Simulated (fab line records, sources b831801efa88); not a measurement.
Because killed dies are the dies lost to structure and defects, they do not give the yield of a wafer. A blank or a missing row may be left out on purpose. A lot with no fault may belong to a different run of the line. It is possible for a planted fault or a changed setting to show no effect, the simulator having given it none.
A lot that was struck, set against a sound lot | flow sky130 | 42 out of 708 route steps
Sound: wafers L258.1, L258.3, L258.6. Struck: wafers L274.3, L274.4, L274.6. The cause is named last.
Order at every step that has rows: each side's tool, ch and its chambers, its first start. Under that, the readings that differ: sound wafers | struck wafers | difference of the means | sigmas: that difference in standard deviations of wafers without a fault.
alike: same words and numbers on both sides, and readings whose means sit less than 2 such deviations apart. not compared: any withheld reading, any reading some wafer has no value for, any bound like >300 that may hide the same value, and any number with overlapping values for which the record gives no deviation.
A row with sigmas, a row that says differs or no value, or rows on one side alone: a step with any of these is where the two part. Numbers that don't overlap but have no deviation are shown without sigmas and don't part them. A reading missing from all wafers of one side parts the sides only when that side holds two or more wafers.

SKY_NWELL_RS_MEAS_29: measures by four-point-probe.
  sound on film metro-02, day 5 06:37; struck on film metro-01, day 9 05:51
  alike: NWELL_RS
SKY_NWELL_RS_MEAS_31: measures by four-point-probe.
  sound on film metro-02, day 5 06:51; struck on film metro-01, day 9 06:05
  alike: PWDE_RS
then, 7 steps without rows for these wafers: SKY_VT_ADJUST_HVTP_DEHYDRATE_00 (time 60 s); SKY_VT_ADJUST_HVTP_HMDS_01 (prime time 60 s); SKY_VT_ADJUST_HVTP_COAT_02 (resist thk 1140 nm); SKY_VT_ADJUST_HVTP_SOFTBAKE_03 (time 60 s); SKY_VT_ADJUST_HVTP_EXPOSE_04 (exposes mask HVTPM, target cd 380 nm); SKY_VT_ADJUST_HVTP_PEB_05; SKY_VT_ADJUST_HVTP_DEVELOP_06 (develop time 60 s).
SKY_VT_ADJUST_HVTP_CD_MEAS_07 targets a cd of 380 nm.
  sound on cd sem-01, day 6 00:36; struck on cd sem-01, day 10 03:59
  reading    | sound             | struck            | difference | sigmas
  cd nm (nm) | 378.1 375.2 375.1 | 383.0 380.9 383.9 | +6.5       | +2
SKY_VT_ADJUST_HVTP_OVL_MEAS_08:
  sound on overlay-02, day 6 00:43; struck on overlay-02, day 10 04:05
  alike: VT_ADJUST_HVTP_OVL
SKY_VT_ADJUST_HVTP_IMPLANT_09:
  sound on implanter-03 ch 0, day 6 00:46; struck on implanter-03 ch 0, day 10 04:10
SKY_VT_ADJUST_HVTP_STRIP_10: strips in O2/N2.
  sound on plasma asher-02 ch 0,1, day 6 00:55; struck on plasma asher-02 ch 0,1, day 10 04:17
  alike: drypump motor current A, n2 flow sccm, oes product au, strip time to endpoint s
  not compared: rf hours counter h
SKY_VT_ADJUST_HVTP_TW_MEAS_11:
  sound on film metro-04, day 6 01:01; struck on film metro-03, day 10 04:23
  alike: VT_ADJUST_HVTP_TW
then, 7 steps without rows for these wafers: SKY_VT_ADJUST_LVTN_DEHYDRATE_00 (time 60 s); SKY_VT_ADJUST_LVTN_HMDS_01 (prime time 60 s); SKY_VT_ADJUST_LVTN_COAT_02 (resist thk 3000 nm); SKY_VT_ADJUST_LVTN_SOFTBAKE_03; SKY_VT_ADJUST_LVTN_EXPOSE_04 (exposes mask NWM COMPLEMENT LESS NATIVE, target cd 840 nm); SKY_VT_ADJUST_LVTN_PEB_05; SKY_VT_ADJUST_LVTN_DEVELOP_06 (develop time 60 s).
SKY_VT_ADJUST_LVTN_OVL_MEAS_07:
  sound on overlay-02, day 6 19:37; struck on overlay-01, day 11 01:31
  alike: VT_ADJUST_LVTN_OVL
after that, 1 step had no rows for these wafers: SKY_VT_ADJUST_LVTN_IMPLANT_08.
SKY_VT_ADJUST_LVTN_STRIP_09: strips in O2/N2.
  sound on plasma asher-01 ch 1, day 6 19:48; struck on plasma asher-03 ch 0,1, day 11 01:43
  reading                     | sound       | struck      | difference | sigmas
  drypump motor current A (A) | 4.8 4.8 4.8 | 6.1 6.0 6.1 | +1.3       | +2
  alike: n2 flow sccm, oes product au, strip time to endpoint s
  not compared: rf hours counter h
SKY_VT_ADJUST_LVTN_TW_MEAS_10:
  sound on film metro-01, day 6 19:54; struck on film metro-02, day 11 01:49
  reading           | sound             | struck            | difference | sigmas
  VT_ADJUST_LVTN_TW | 240.4 240.8 240.6 | 242.8 243.3 243.6 | +2.6       | +2
then, 7 steps without rows for these wafers: SKY_VT_ADJUST_LVTN_DEHYDRATE_11 (time 60 s); SKY_VT_ADJUST_LVTN_HMDS_12 (prime time 60 s); SKY_VT_ADJUST_LVTN_COAT_13 (resist thk 1140 nm); SKY_VT_ADJUST_LVTN_SOFTBAKE_14 (time 60 s); SKY_VT_ADJUST_LVTN_EXPOSE_15 (exposes mask HVN STD DERIVED, target cd 600 nm); SKY_VT_ADJUST_LVTN_PEB_16; SKY_VT_ADJUST_LVTN_DEVELOP_17 (develop time 60 s).
SKY_VT_ADJUST_LVTN_OVL_MEAS_18:
  sound on overlay-02, day 7 14:52; struck on overlay-01, day 12 00:25
  alike: VT_ADJUST_LVTN_01_OVL
after that, 1 step had no rows for these wafers: SKY_VT_ADJUST_LVTN_IMPLANT_19.
SKY_VT_ADJUST_LVTN_STRIP_20: strips in O2/N2.
  sound on plasma asher-03 ch 0, day 7 15:03; struck on plasma asher-04 ch 0,1, day 12 00:37
  alike: drypump motor current A, n2 flow sccm, oes product au, strip time to endpoint s
  not compared: rf hours counter h
SKY_VT_ADJUST_LVTN_TW_MEAS_21:
  sound on film metro-02, day 7 15:09; struck on film metro-03, day 12 00:43
  alike: VT_ADJUST_LVTN_2_TW
then, 5 steps without rows for these wafers: SKY_VT_ADJUST_NCORE_DEHYDRATE_00 (time 60 s); SKY_VT_ADJUST_NCORE_HMDS_01 (prime time 60 s); SKY_VT_ADJUST_NCORE_COAT_02 (resist thk 1140 nm); SKY_VT_ADJUST_NCORE_SOFTBAKE_03 (time 60 s); SKY_VT_ADJUST_NCORE_EXPOSE_04 (exposes mask LVTN COMPLEMENT THIN, target cd 380 nm).
-- the record jumps here: 38 days lie between the struck wafers' starts before and after (it left off in module VT_ADJUST_NCORE and takes up again in module PAD_OPEN, whose first step shown is number 708 of the route) --
SKY_PAD_OPEN_PROBE_99:
  sound on prober-01, day 45 22:15; struck on prober-01, day 49 13:36
  reading                                 | sound                     | struck                  | difference | sigmas
  killed_at_M4_up                         | 3 2 0                     | 4 6 6                   | +4         | +2
  model.etest.tip p.rs ohm sq range       | 172.8 115.6 127.4         | 404.6 240.1 371.1       | +200.0     |
  model.etest.pfet_01v8.drive ua um range | 6.306 9.117 6.74          | 11.84 17.3 17.09        | +8.02      |
  model.etest.pfet_01v8.vt v range        | 0.009121 0.01273 0.009097 | 0.04632 0.03441 0.03078 | +0.02685   |
  alike: killed_at_M0_to_M3, killed at contacts, killed at front end, killed at other, killed dies, killed open, killed short

== WHERE THEY PART ==
At SKY_VT_ADJUST_HVTP_CD_MEAS_07 first; at SKY_PAD_OPEN_PROBE_99 last (within this record only).

WHY: what the simulator had put in
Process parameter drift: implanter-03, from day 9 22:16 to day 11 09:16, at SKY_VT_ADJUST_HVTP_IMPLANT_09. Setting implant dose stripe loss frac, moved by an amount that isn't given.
